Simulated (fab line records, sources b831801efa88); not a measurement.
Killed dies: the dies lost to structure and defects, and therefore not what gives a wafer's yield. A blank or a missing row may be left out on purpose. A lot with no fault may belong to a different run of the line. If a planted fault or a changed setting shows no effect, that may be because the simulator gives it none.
fab line records	flow gf180mcu
record: lots: 10	wafers: 30	last-day: 30
route steps=602 shown VT_IMPLANT@98 HV_LDD@186 M1@316 V2@403
lots that met no fault: from a run of the same line without faults
start-h: start of the lot's first displayed wafer, in hours after the record's first day	wait-h: hours elapsed since this lot's preceding step	" repeats the value in the row above	L1.1+2: one row covering several wafers at once	- either no value or no given start	* or withheld: withheld	< > ~ a bound
route shown NAME@n: NAME is a module with steps in the file, n the number in the route of the first one	usual: mean/standard deviation taken from wafers without a fault	same: alike in all rows	chamber/n: place in a boat	sites: the reading at each site	_std_site: how widely they spread, as a standard deviation	_edge_site: inner sites' mean taken away from outer sites' mean	radius-mm: how far each site lies from the wafer's centre	mask NAME#n: copy n	behind: the tool/chamber that last shaped the wafer	hold: the reason the lot was held/the length of the hold in hours/how it ended	device: transistor that didn't switch, given as n, p or np	end of line: the route-end tests of the same wafers	a step with no rows: only its recipe	killed: at the first sort, the dies lost to defects and structure; wafer yield is something else	map: shows each die of a wafer: x if killed, . if not, _ if none is there
set.NAME: the setting that was run; set.NAME@STEP: the one run at that earlier step	model.NAME: the simulator's own value behind a step, which no gauge read
the route's steps for a sample of lots (tables are steps, rows are wafers)
services: a tool's chamber out of use, with start hour (start-h, from the record's first day; less than 0 if before it), hours out, and reason
== steps ==
step: GF_VT_IMPLANT_IMPLANT_08
recipe: species: BF2	energy-kev: 20	dose-cm2: 8.29e+12	tilt-deg: 7
usual: beam-energy-keV: 20.000/0.0058	implant-ion-amu: 49/0
lot.wafer	tool	chamber	start-h	wait-h	beam-energy-keV	implant-ion-amu
L699.1	implanter-03	0	113.42	0.0	20.001	49
L699.4	"	0	"	"	20.002	49
L699.5	"	0	"	"	19.995	49
L700.1	implanter-01	0	116.89	0.0	20.005	49
L700.5	"	0	"	"	20.002	49
L700.6	"	0	"	"	20.006	49
L701.3	implanter-03	0	121.99	0.1	20.000	49
L701.4	"	0	"	"	20.000	49
L701.6	"	0	"	"	20.007	49
L702.1	implanter-01	0	129.07	0.0	19.995	49
L702.5	"	0	"	"	19.998	49
L702.6	"	0	"	"	19.996	49
L703.2	implanter-02	0	134.59	0.0	19.998	49
L703.4	"	0	"	"	19.996	49
L703.5	"	0	"	"	20.012	49
L704.1	implanter-03	0	142.67	0.0	20.002	49
L704.4	"	0	"	"	20.017	49
L704.6	"	0	"	"	20.006	49
L705.3	implanter-02	0	149.24	0.1	19.996	75
L705.4	"	0	"	"	19.998	75
L705.5	"	0	"	"	19.997	75
L706.1	implanter-02	0	154.49	0.0	19.998	75
L706.2	"	0	"	"	19.989	75
L706.6	"	0	"	"	19.998	75
L707.2	implanter-02	0	160.59	0.0	20.003	75
L707.4	"	0	"	"	20.001	75
L707.5	"	0	"	"	20.004	75
L708.2	implanter-03	0	166.04	0.0	20.009	75
L708.3	"	0	"	"	19.998	75
L708.4	"	0	"	"	20.002	75
step: GF_VT_IMPLANT_TW_MEAS_10
usual: VT_IMPLANT_TW: 565/6.7
lot.wafer	tool	chamber	start-h	wait-h	hold	VT_IMPLANT_TW
L699.1	film-metro-01	-	113.68	0.1	-	560
L699.4	"	-	"	"	-	562
L699.5	"	-	"	"	-	557
L700.1	film-metro-01	-	117.14	0.1	-	560
L700.5	"	-	"	"	-	559
L700.6	"	-	"	"	-	560
L701.3	film-metro-01	-	122.21	0.1	-	566
L701.4	"	-	"	"	-	570
L701.6	"	-	"	"	-	570
L702.1	film-metro-01	-	129.32	0.1	-	570
L702.5	"	-	"	"	-	567
L702.6	"	-	"	"	-	566
L703.2	film-metro-02	-	134.83	0.1	-	554
L703.4	"	-	"	"	-	553
L703.5	"	-	"	"	-	553
L704.1	film-metro-01	-	142.92	0.1	-	567
L704.4	"	-	"	"	-	572
L704.6	"	-	"	"	-	573
L705.3	film-metro-03	-	149.46	0.1	await-dispo/0.2h/release	939
L705.4	"	-	"	"	await-dispo/0.2h/release	933
L705.5	"	-	"	"	await-dispo/0.2h/release	939
L705.3	film-metro-03	-	149.68	0.2	-	939
L705.4	"	-	"	"	-	939
L705.5	"	-	"	"	-	938
L706.1	film-metro-03	-	154.74	0.1	await-dispo/0.2h/release	933
L706.2	"	-	"	"	await-dispo/0.2h/release	935
L706.6	"	-	"	"	await-dispo/0.2h/release	938
L706.1	film-metro-03	-	154.96	0.2	-	934
L706.2	"	-	"	"	-	934
L706.6	"	-	"	"	-	937
L707.2	film-metro-01	-	160.83	0.1	await-dispo/0.2h/release	925
L707.4	"	-	"	"	await-dispo/0.2h/release	925
L707.5	"	-	"	"	await-dispo/0.2h/release	925
L707.2	film-metro-01	-	161.13	0.3	-	926
L707.4	"	-	"	"	-	923
L707.5	"	-	"	"	-	932
L708.2	film-metro-03	-	166.28	0.1	await-dispo/0.2h/release	931
L708.3	"	-	"	"	await-dispo/0.2h/release	935
L708.4	"	-	"	"	await-dispo/0.2h/release	933
L708.2	film-metro-03	-	166.51	0.2	-	933
L708.3	"	-	"	"	-	936
L708.4	"	-	"	"	-	933
step: GF_HV_LDD_STRIP_10
recipe: chemistry: O2/N2	power-w: 1400	pressure-mtorr: 1500	platen-temp-c: 250	o2-flow-sccm: 3000	n2-flow-sccm: 300	overash-fraction: 0.5
usual: drypump-motor-current-A: 5.9/0.48	heater-power-w: 350/39	n2-flow-sccm: 300.0/0.91	oes-product-au: 0.716/0.0044	strip-time-to-endpoint-s: 12.64/0.035
lot.wafer	tool	chamber	start-h	wait-h	drypump-motor-current-A	heater-power-w	n2-flow-sccm	oes-product-au	rf-hours-counter-h	strip-time-to-endpoint-s
L699.1	plasma-asher-02	1	221.85	0.1	5.9	303	300.2	0.718	12	12.65
L699.4	"	1	"	"	5.9	308	300.3	0.717	-	12.64
L699.5	"	1	"	"	6.0	310	298.8	0.714	-	12.62
L701.3	plasma-asher-03	1	229.09	0.1	5.5	314	299.9	0.717	-	12.64
L701.4	"	0	"	"	5.9	354	300.6	0.709	-	12.63
L701.6	"	1	"	"	5.5	308	300.3	0.718	-	12.66
L700.1	plasma-asher-02	1	229.26	0.1	5.9	311	301.1	0.721	13	12.71
L700.5	"	0	"	"	5.2	323	299.0	0.714	-	12.71
L700.6	"	1	"	"	6.0	316	299.8	0.716	-	12.72
L702.1	plasma-asher-01	1	244.45	0.1	6.6	340	301.1	0.704	57	12.63
L702.5	"	0	"	"	5.8	411	300.9	0.718	-	12.61
L702.6	"	1	"	"	6.6	340	299.1	0.721	-	12.63
L703.2	plasma-asher-01	0	254.05	0.1	5.8	406	298.7	0.716	58	12.62
L703.4	"	0	"	"	5.8	408	297.3	0.715	-	12.65
L703.5	"	0	"	"	5.8	411	299.0	0.710	-	12.60
L704.1	plasma-asher-02	1	260.04	0.1	5.9	309	299.9	0.716	16	12.64
L704.4	"	1	"	"	5.9	310	299.7	0.721	-	12.62
L704.6	"	1	"	"	5.9	306	300.3	0.707	-	12.62
step: GF_M1_SPUTTER_01
recipe: material: TiN	target-thk-nm: 30	power-w: 6500	time-s: 25	chamber-pressure-pa: 0.4
usual: throttle-valve-pct: 30.0/1.1
lot.wafer	tool	chamber	start-h	wait-h	throttle-valve-pct
L699.1	pvd-sputter-02	-	370.22	0.1	28.6
L699.4	"	-	"	"	31.1
L699.5	"	-	"	"	30.4
L701.3	pvd-sputter-01	-	378.83	0.1	29.4
L701.4	"	-	"	"	29.6
L701.6	"	-	"	"	29.0
L700.1	pvd-sputter-02	-	381.05	0.1	28.8
L700.5	"	-	"	"	30.8
L700.6	"	-	"	"	30.4
L702.1	pvd-sputter-02	-	397.70	0.1	30.8
L702.5	"	-	"	"	30.8
L702.6	"	-	"	"	30.3
L703.2	pvd-sputter-04	-	409.71	0.1	31.9
L703.4	"	-	"	"	30.6
L703.5	"	-	"	"	31.3
L704.1	pvd-sputter-01	-	419.02	0.1	31.3
L704.4	"	-	"	"	29.8
L704.6	"	-	"	"	29.2
step: GF_V2_SPUTTER_21
recipe: material: Ti	target-thk-nm: 15	chamber-pressure-pa: 5	power-w: 2500	substrate-temp-c: 200	time-s: 80.02
usual: throttle-valve-pct: 30.2/1.1
lot.wafer	tool	chamber	start-h	wait-h	throttle-valve-pct
L699.1	pvd-sputter-04	-	471.65	0.0	30.4
L699.4	"	-	"	"	31.4
L699.5	"	-	"	"	30.6
L701.3	pvd-sputter-03	-	479.11	0.0	30.3
L701.4	"	-	"	"	29.6
L701.6	"	-	"	"	29.8
L700.1	pvd-sputter-04	-	480.26	0.0	30.9
L700.5	"	-	"	"	31.4
L700.6	"	-	"	"	28.2
L702.1	pvd-sputter-01	-	500.43	0.0	29.6
L702.5	"	-	"	"	29.0
L702.6	"	-	"	"	31.1
L703.2	pvd-sputter-04	-	511.61	0.0	31.9
L703.4	"	-	"	"	28.2
L703.5	"	-	"	"	30.5
L704.1	pvd-sputter-01	-	520.08	0.0	31.3
L704.4	"	-	"	"	29.3
L704.6	"	-	"	"	31.1
== services ==
tool	chamber	start-h	hours	kind
implanter-02	-	106.53	4.8	repair
plasma-asher-02	-	108.77	9.0	pm
pvd-sputter-01	-	110.07	4.9	repair
implanter-03	-	119.66	0.8	repair
implanter-02	-	142.37	2.3	pm
pvd-sputter-02	-	151.40	2.0	repair
pvd-sputter-04	-	169.90	0.6	repair
implanter-02	-	200.32	3.7	repair
pvd-sputter-04	-	204.09	2.6	repair
pvd-sputter-04	-	204.22	3.5	repair
pvd-sputter-01	-	244.26	0.9	repair
implanter-03	-	279.14	1.9	repair
pvd-sputter-01	-	326.53	5.9	repair
implanter-02	-	383.99	6.1	repair
implanter-03	-	405.15	4.6	pm
implanter-03	-	417.90	3.5	repair
implanter-03	-	420.18	2.8	repair
implanter-03	-	428.93	2.0	repair
pvd-sputter-01	-	444.51	1.9	repair
implanter-03	-	445.95	1.6	repair
implanter-03	-	449.00	2.9	repair
implanter-02	-	461.47	2.9	repair
implanter-02	-	493.26	4.2	pm
pvd-sputter-01	-	505.14	5.0	repair
== key ==
first-sign: step: GF_VT_IMPLANT_IMPLANT_08	reading: implant-ion-amu	direction: up	sigmas: 99+	usual: 49	struck: 75
effect: step: GF_VT_IMPLANT_TW_MEAS_10	reading: visit	direction: added
effect: step: GF_VT_IMPLANT_TW_MEAS_10	reading: VT_IMPLANT_TW	direction: up	sigmas: 55	usual: 565	struck: 933
met-at GF_VT_IMPLANT_IMPLANT_08
struck-lots L705,L706,L707,L708
scrapped-behind GF_VT_IMPLANT_TW_MEAS_10 L705.3,L705.4,L705.5,L706.1,L706.2,L706.6,L707.2,L707.4,L707.5,L708.2,L708.3,L708.4
not-acting-at GF_HV_LDD_STRIP_10,GF_M1_SPUTTER_01,GF_V2_SPUTTER_21
onset-between 142.67 149.24
fault: kind: wrong-recipe-download	tool: implanter-01,implanter-02,implanter-03	chamber: -	onset-h: 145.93	steps: GF_VT_IMPLANT_IMPLANT_08	wrong-recipe.not-listed: 1
